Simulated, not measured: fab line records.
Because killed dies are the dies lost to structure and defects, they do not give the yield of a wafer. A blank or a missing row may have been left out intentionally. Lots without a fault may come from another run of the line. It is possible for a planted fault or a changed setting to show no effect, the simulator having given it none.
Matching of chambers || flow gf180mcu || 3 sister chambers for GF_V3_CVD_02 on pecvd-04
The step deposits SiO2 from TEOS, target thk 850 nm, time 94.851 s. 6 wafers are shown with their chamber, then 11 later ones without.

== WAFERS, EACH WITH ITS CHAMBER ==
{"wafer": "L080.3", "chamber": 2, "heater-power-w (W)": 791}
{"wafer": "L081.6", "chamber": 2, "heater-power-w (W)": 640}
{"wafer": "L084.1", "chamber": 1, "heater-power-w (W)": 639}
{"wafer": "L084.5", "chamber": 1, "heater-power-w (W)": 735}
{"wafer": "L084.6", "chamber": 0, "heater-power-w (W)": 686}
{"wafer": "L085.1", "chamber": 0, "heater-power-w (W)": 659}

== WAFERS WITHOUT THEIR CHAMBER ==
{"wafer": "L085.2", "heater-power-w (W)": 741}
{"wafer": "L085.4", "heater-power-w (W)": 762}
{"wafer": "L086.3", "heater-power-w (W)": 610}
{"wafer": "L086.5", "heater-power-w (W)": 791}
{"wafer": "L086.6", "heater-power-w (W)": 673}
{"wafer": "L088.1", "heater-power-w (W)": 792}
{"wafer": "L088.2", "heater-power-w (W)": 754}
{"wafer": "L088.3", "heater-power-w (W)": 625}
{"wafer": "L090.2", "heater-power-w (W)": 746}
{"wafer": "L090.3", "heater-power-w (W)": 807}
{"wafer": "L090.5", "heater-power-w (W)": 703}

== CHAMBER TAKEN BY EACH ==
{"wafer": "L085.2", "from the rows above": "can't be placed: 2 or 1 or 0", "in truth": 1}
{"wafer": "L085.4", "from the rows above": "can't be placed: 2 or 1 or 0", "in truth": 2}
{"wafer": "L086.3", "from the rows above": "can't be placed: 0 or 1 or 2", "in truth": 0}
{"wafer": "L086.5", "from the rows above": "can't be placed: 2 or 1 or 0", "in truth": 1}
{"wafer": "L086.6", "from the rows above": "can't be placed: 0 or 1 or 2", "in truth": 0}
{"wafer": "L088.1", "from the rows above": "can't be placed: 2 or 1 or 0", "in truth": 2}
{"wafer": "L088.2", "from the rows above": "can't be placed: 2 or 1 or 0", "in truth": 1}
{"wafer": "L088.3", "from the rows above": "can't be placed: 0 or 1 or 2", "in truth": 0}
{"wafer": "L090.2", "from the rows above": "can't be placed: 2 or 1 or 0", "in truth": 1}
{"wafer": "L090.3", "from the rows above": "can't be placed: 2 or 1 or 0", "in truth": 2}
{"wafer": "L090.5", "from the rows above": "can't be placed: 2 or 1 or 0", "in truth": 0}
Correct placement for 0 of the 11. From these rows, 11 cannot be placed; in 11 the true chamber is one of the candidates. Number placed wrongly: 0.
How it was worked out, from the rows above alone: a wafer's distance from a chamber is the root of the sum, over the readings, of the square of ((its reading less the chamber's mean) divided by the reading's scatter). The wafer belongs to the nearest chamber; if the next one is less than 2 further off, it can't be placed. The mean given for a chamber averages the wafers shown for that chamber. How the scatter is found: for the shown wafers, subtract from each reading the mean of its chamber, square and add these, divide the total by (wafers less chambers), then take the root.
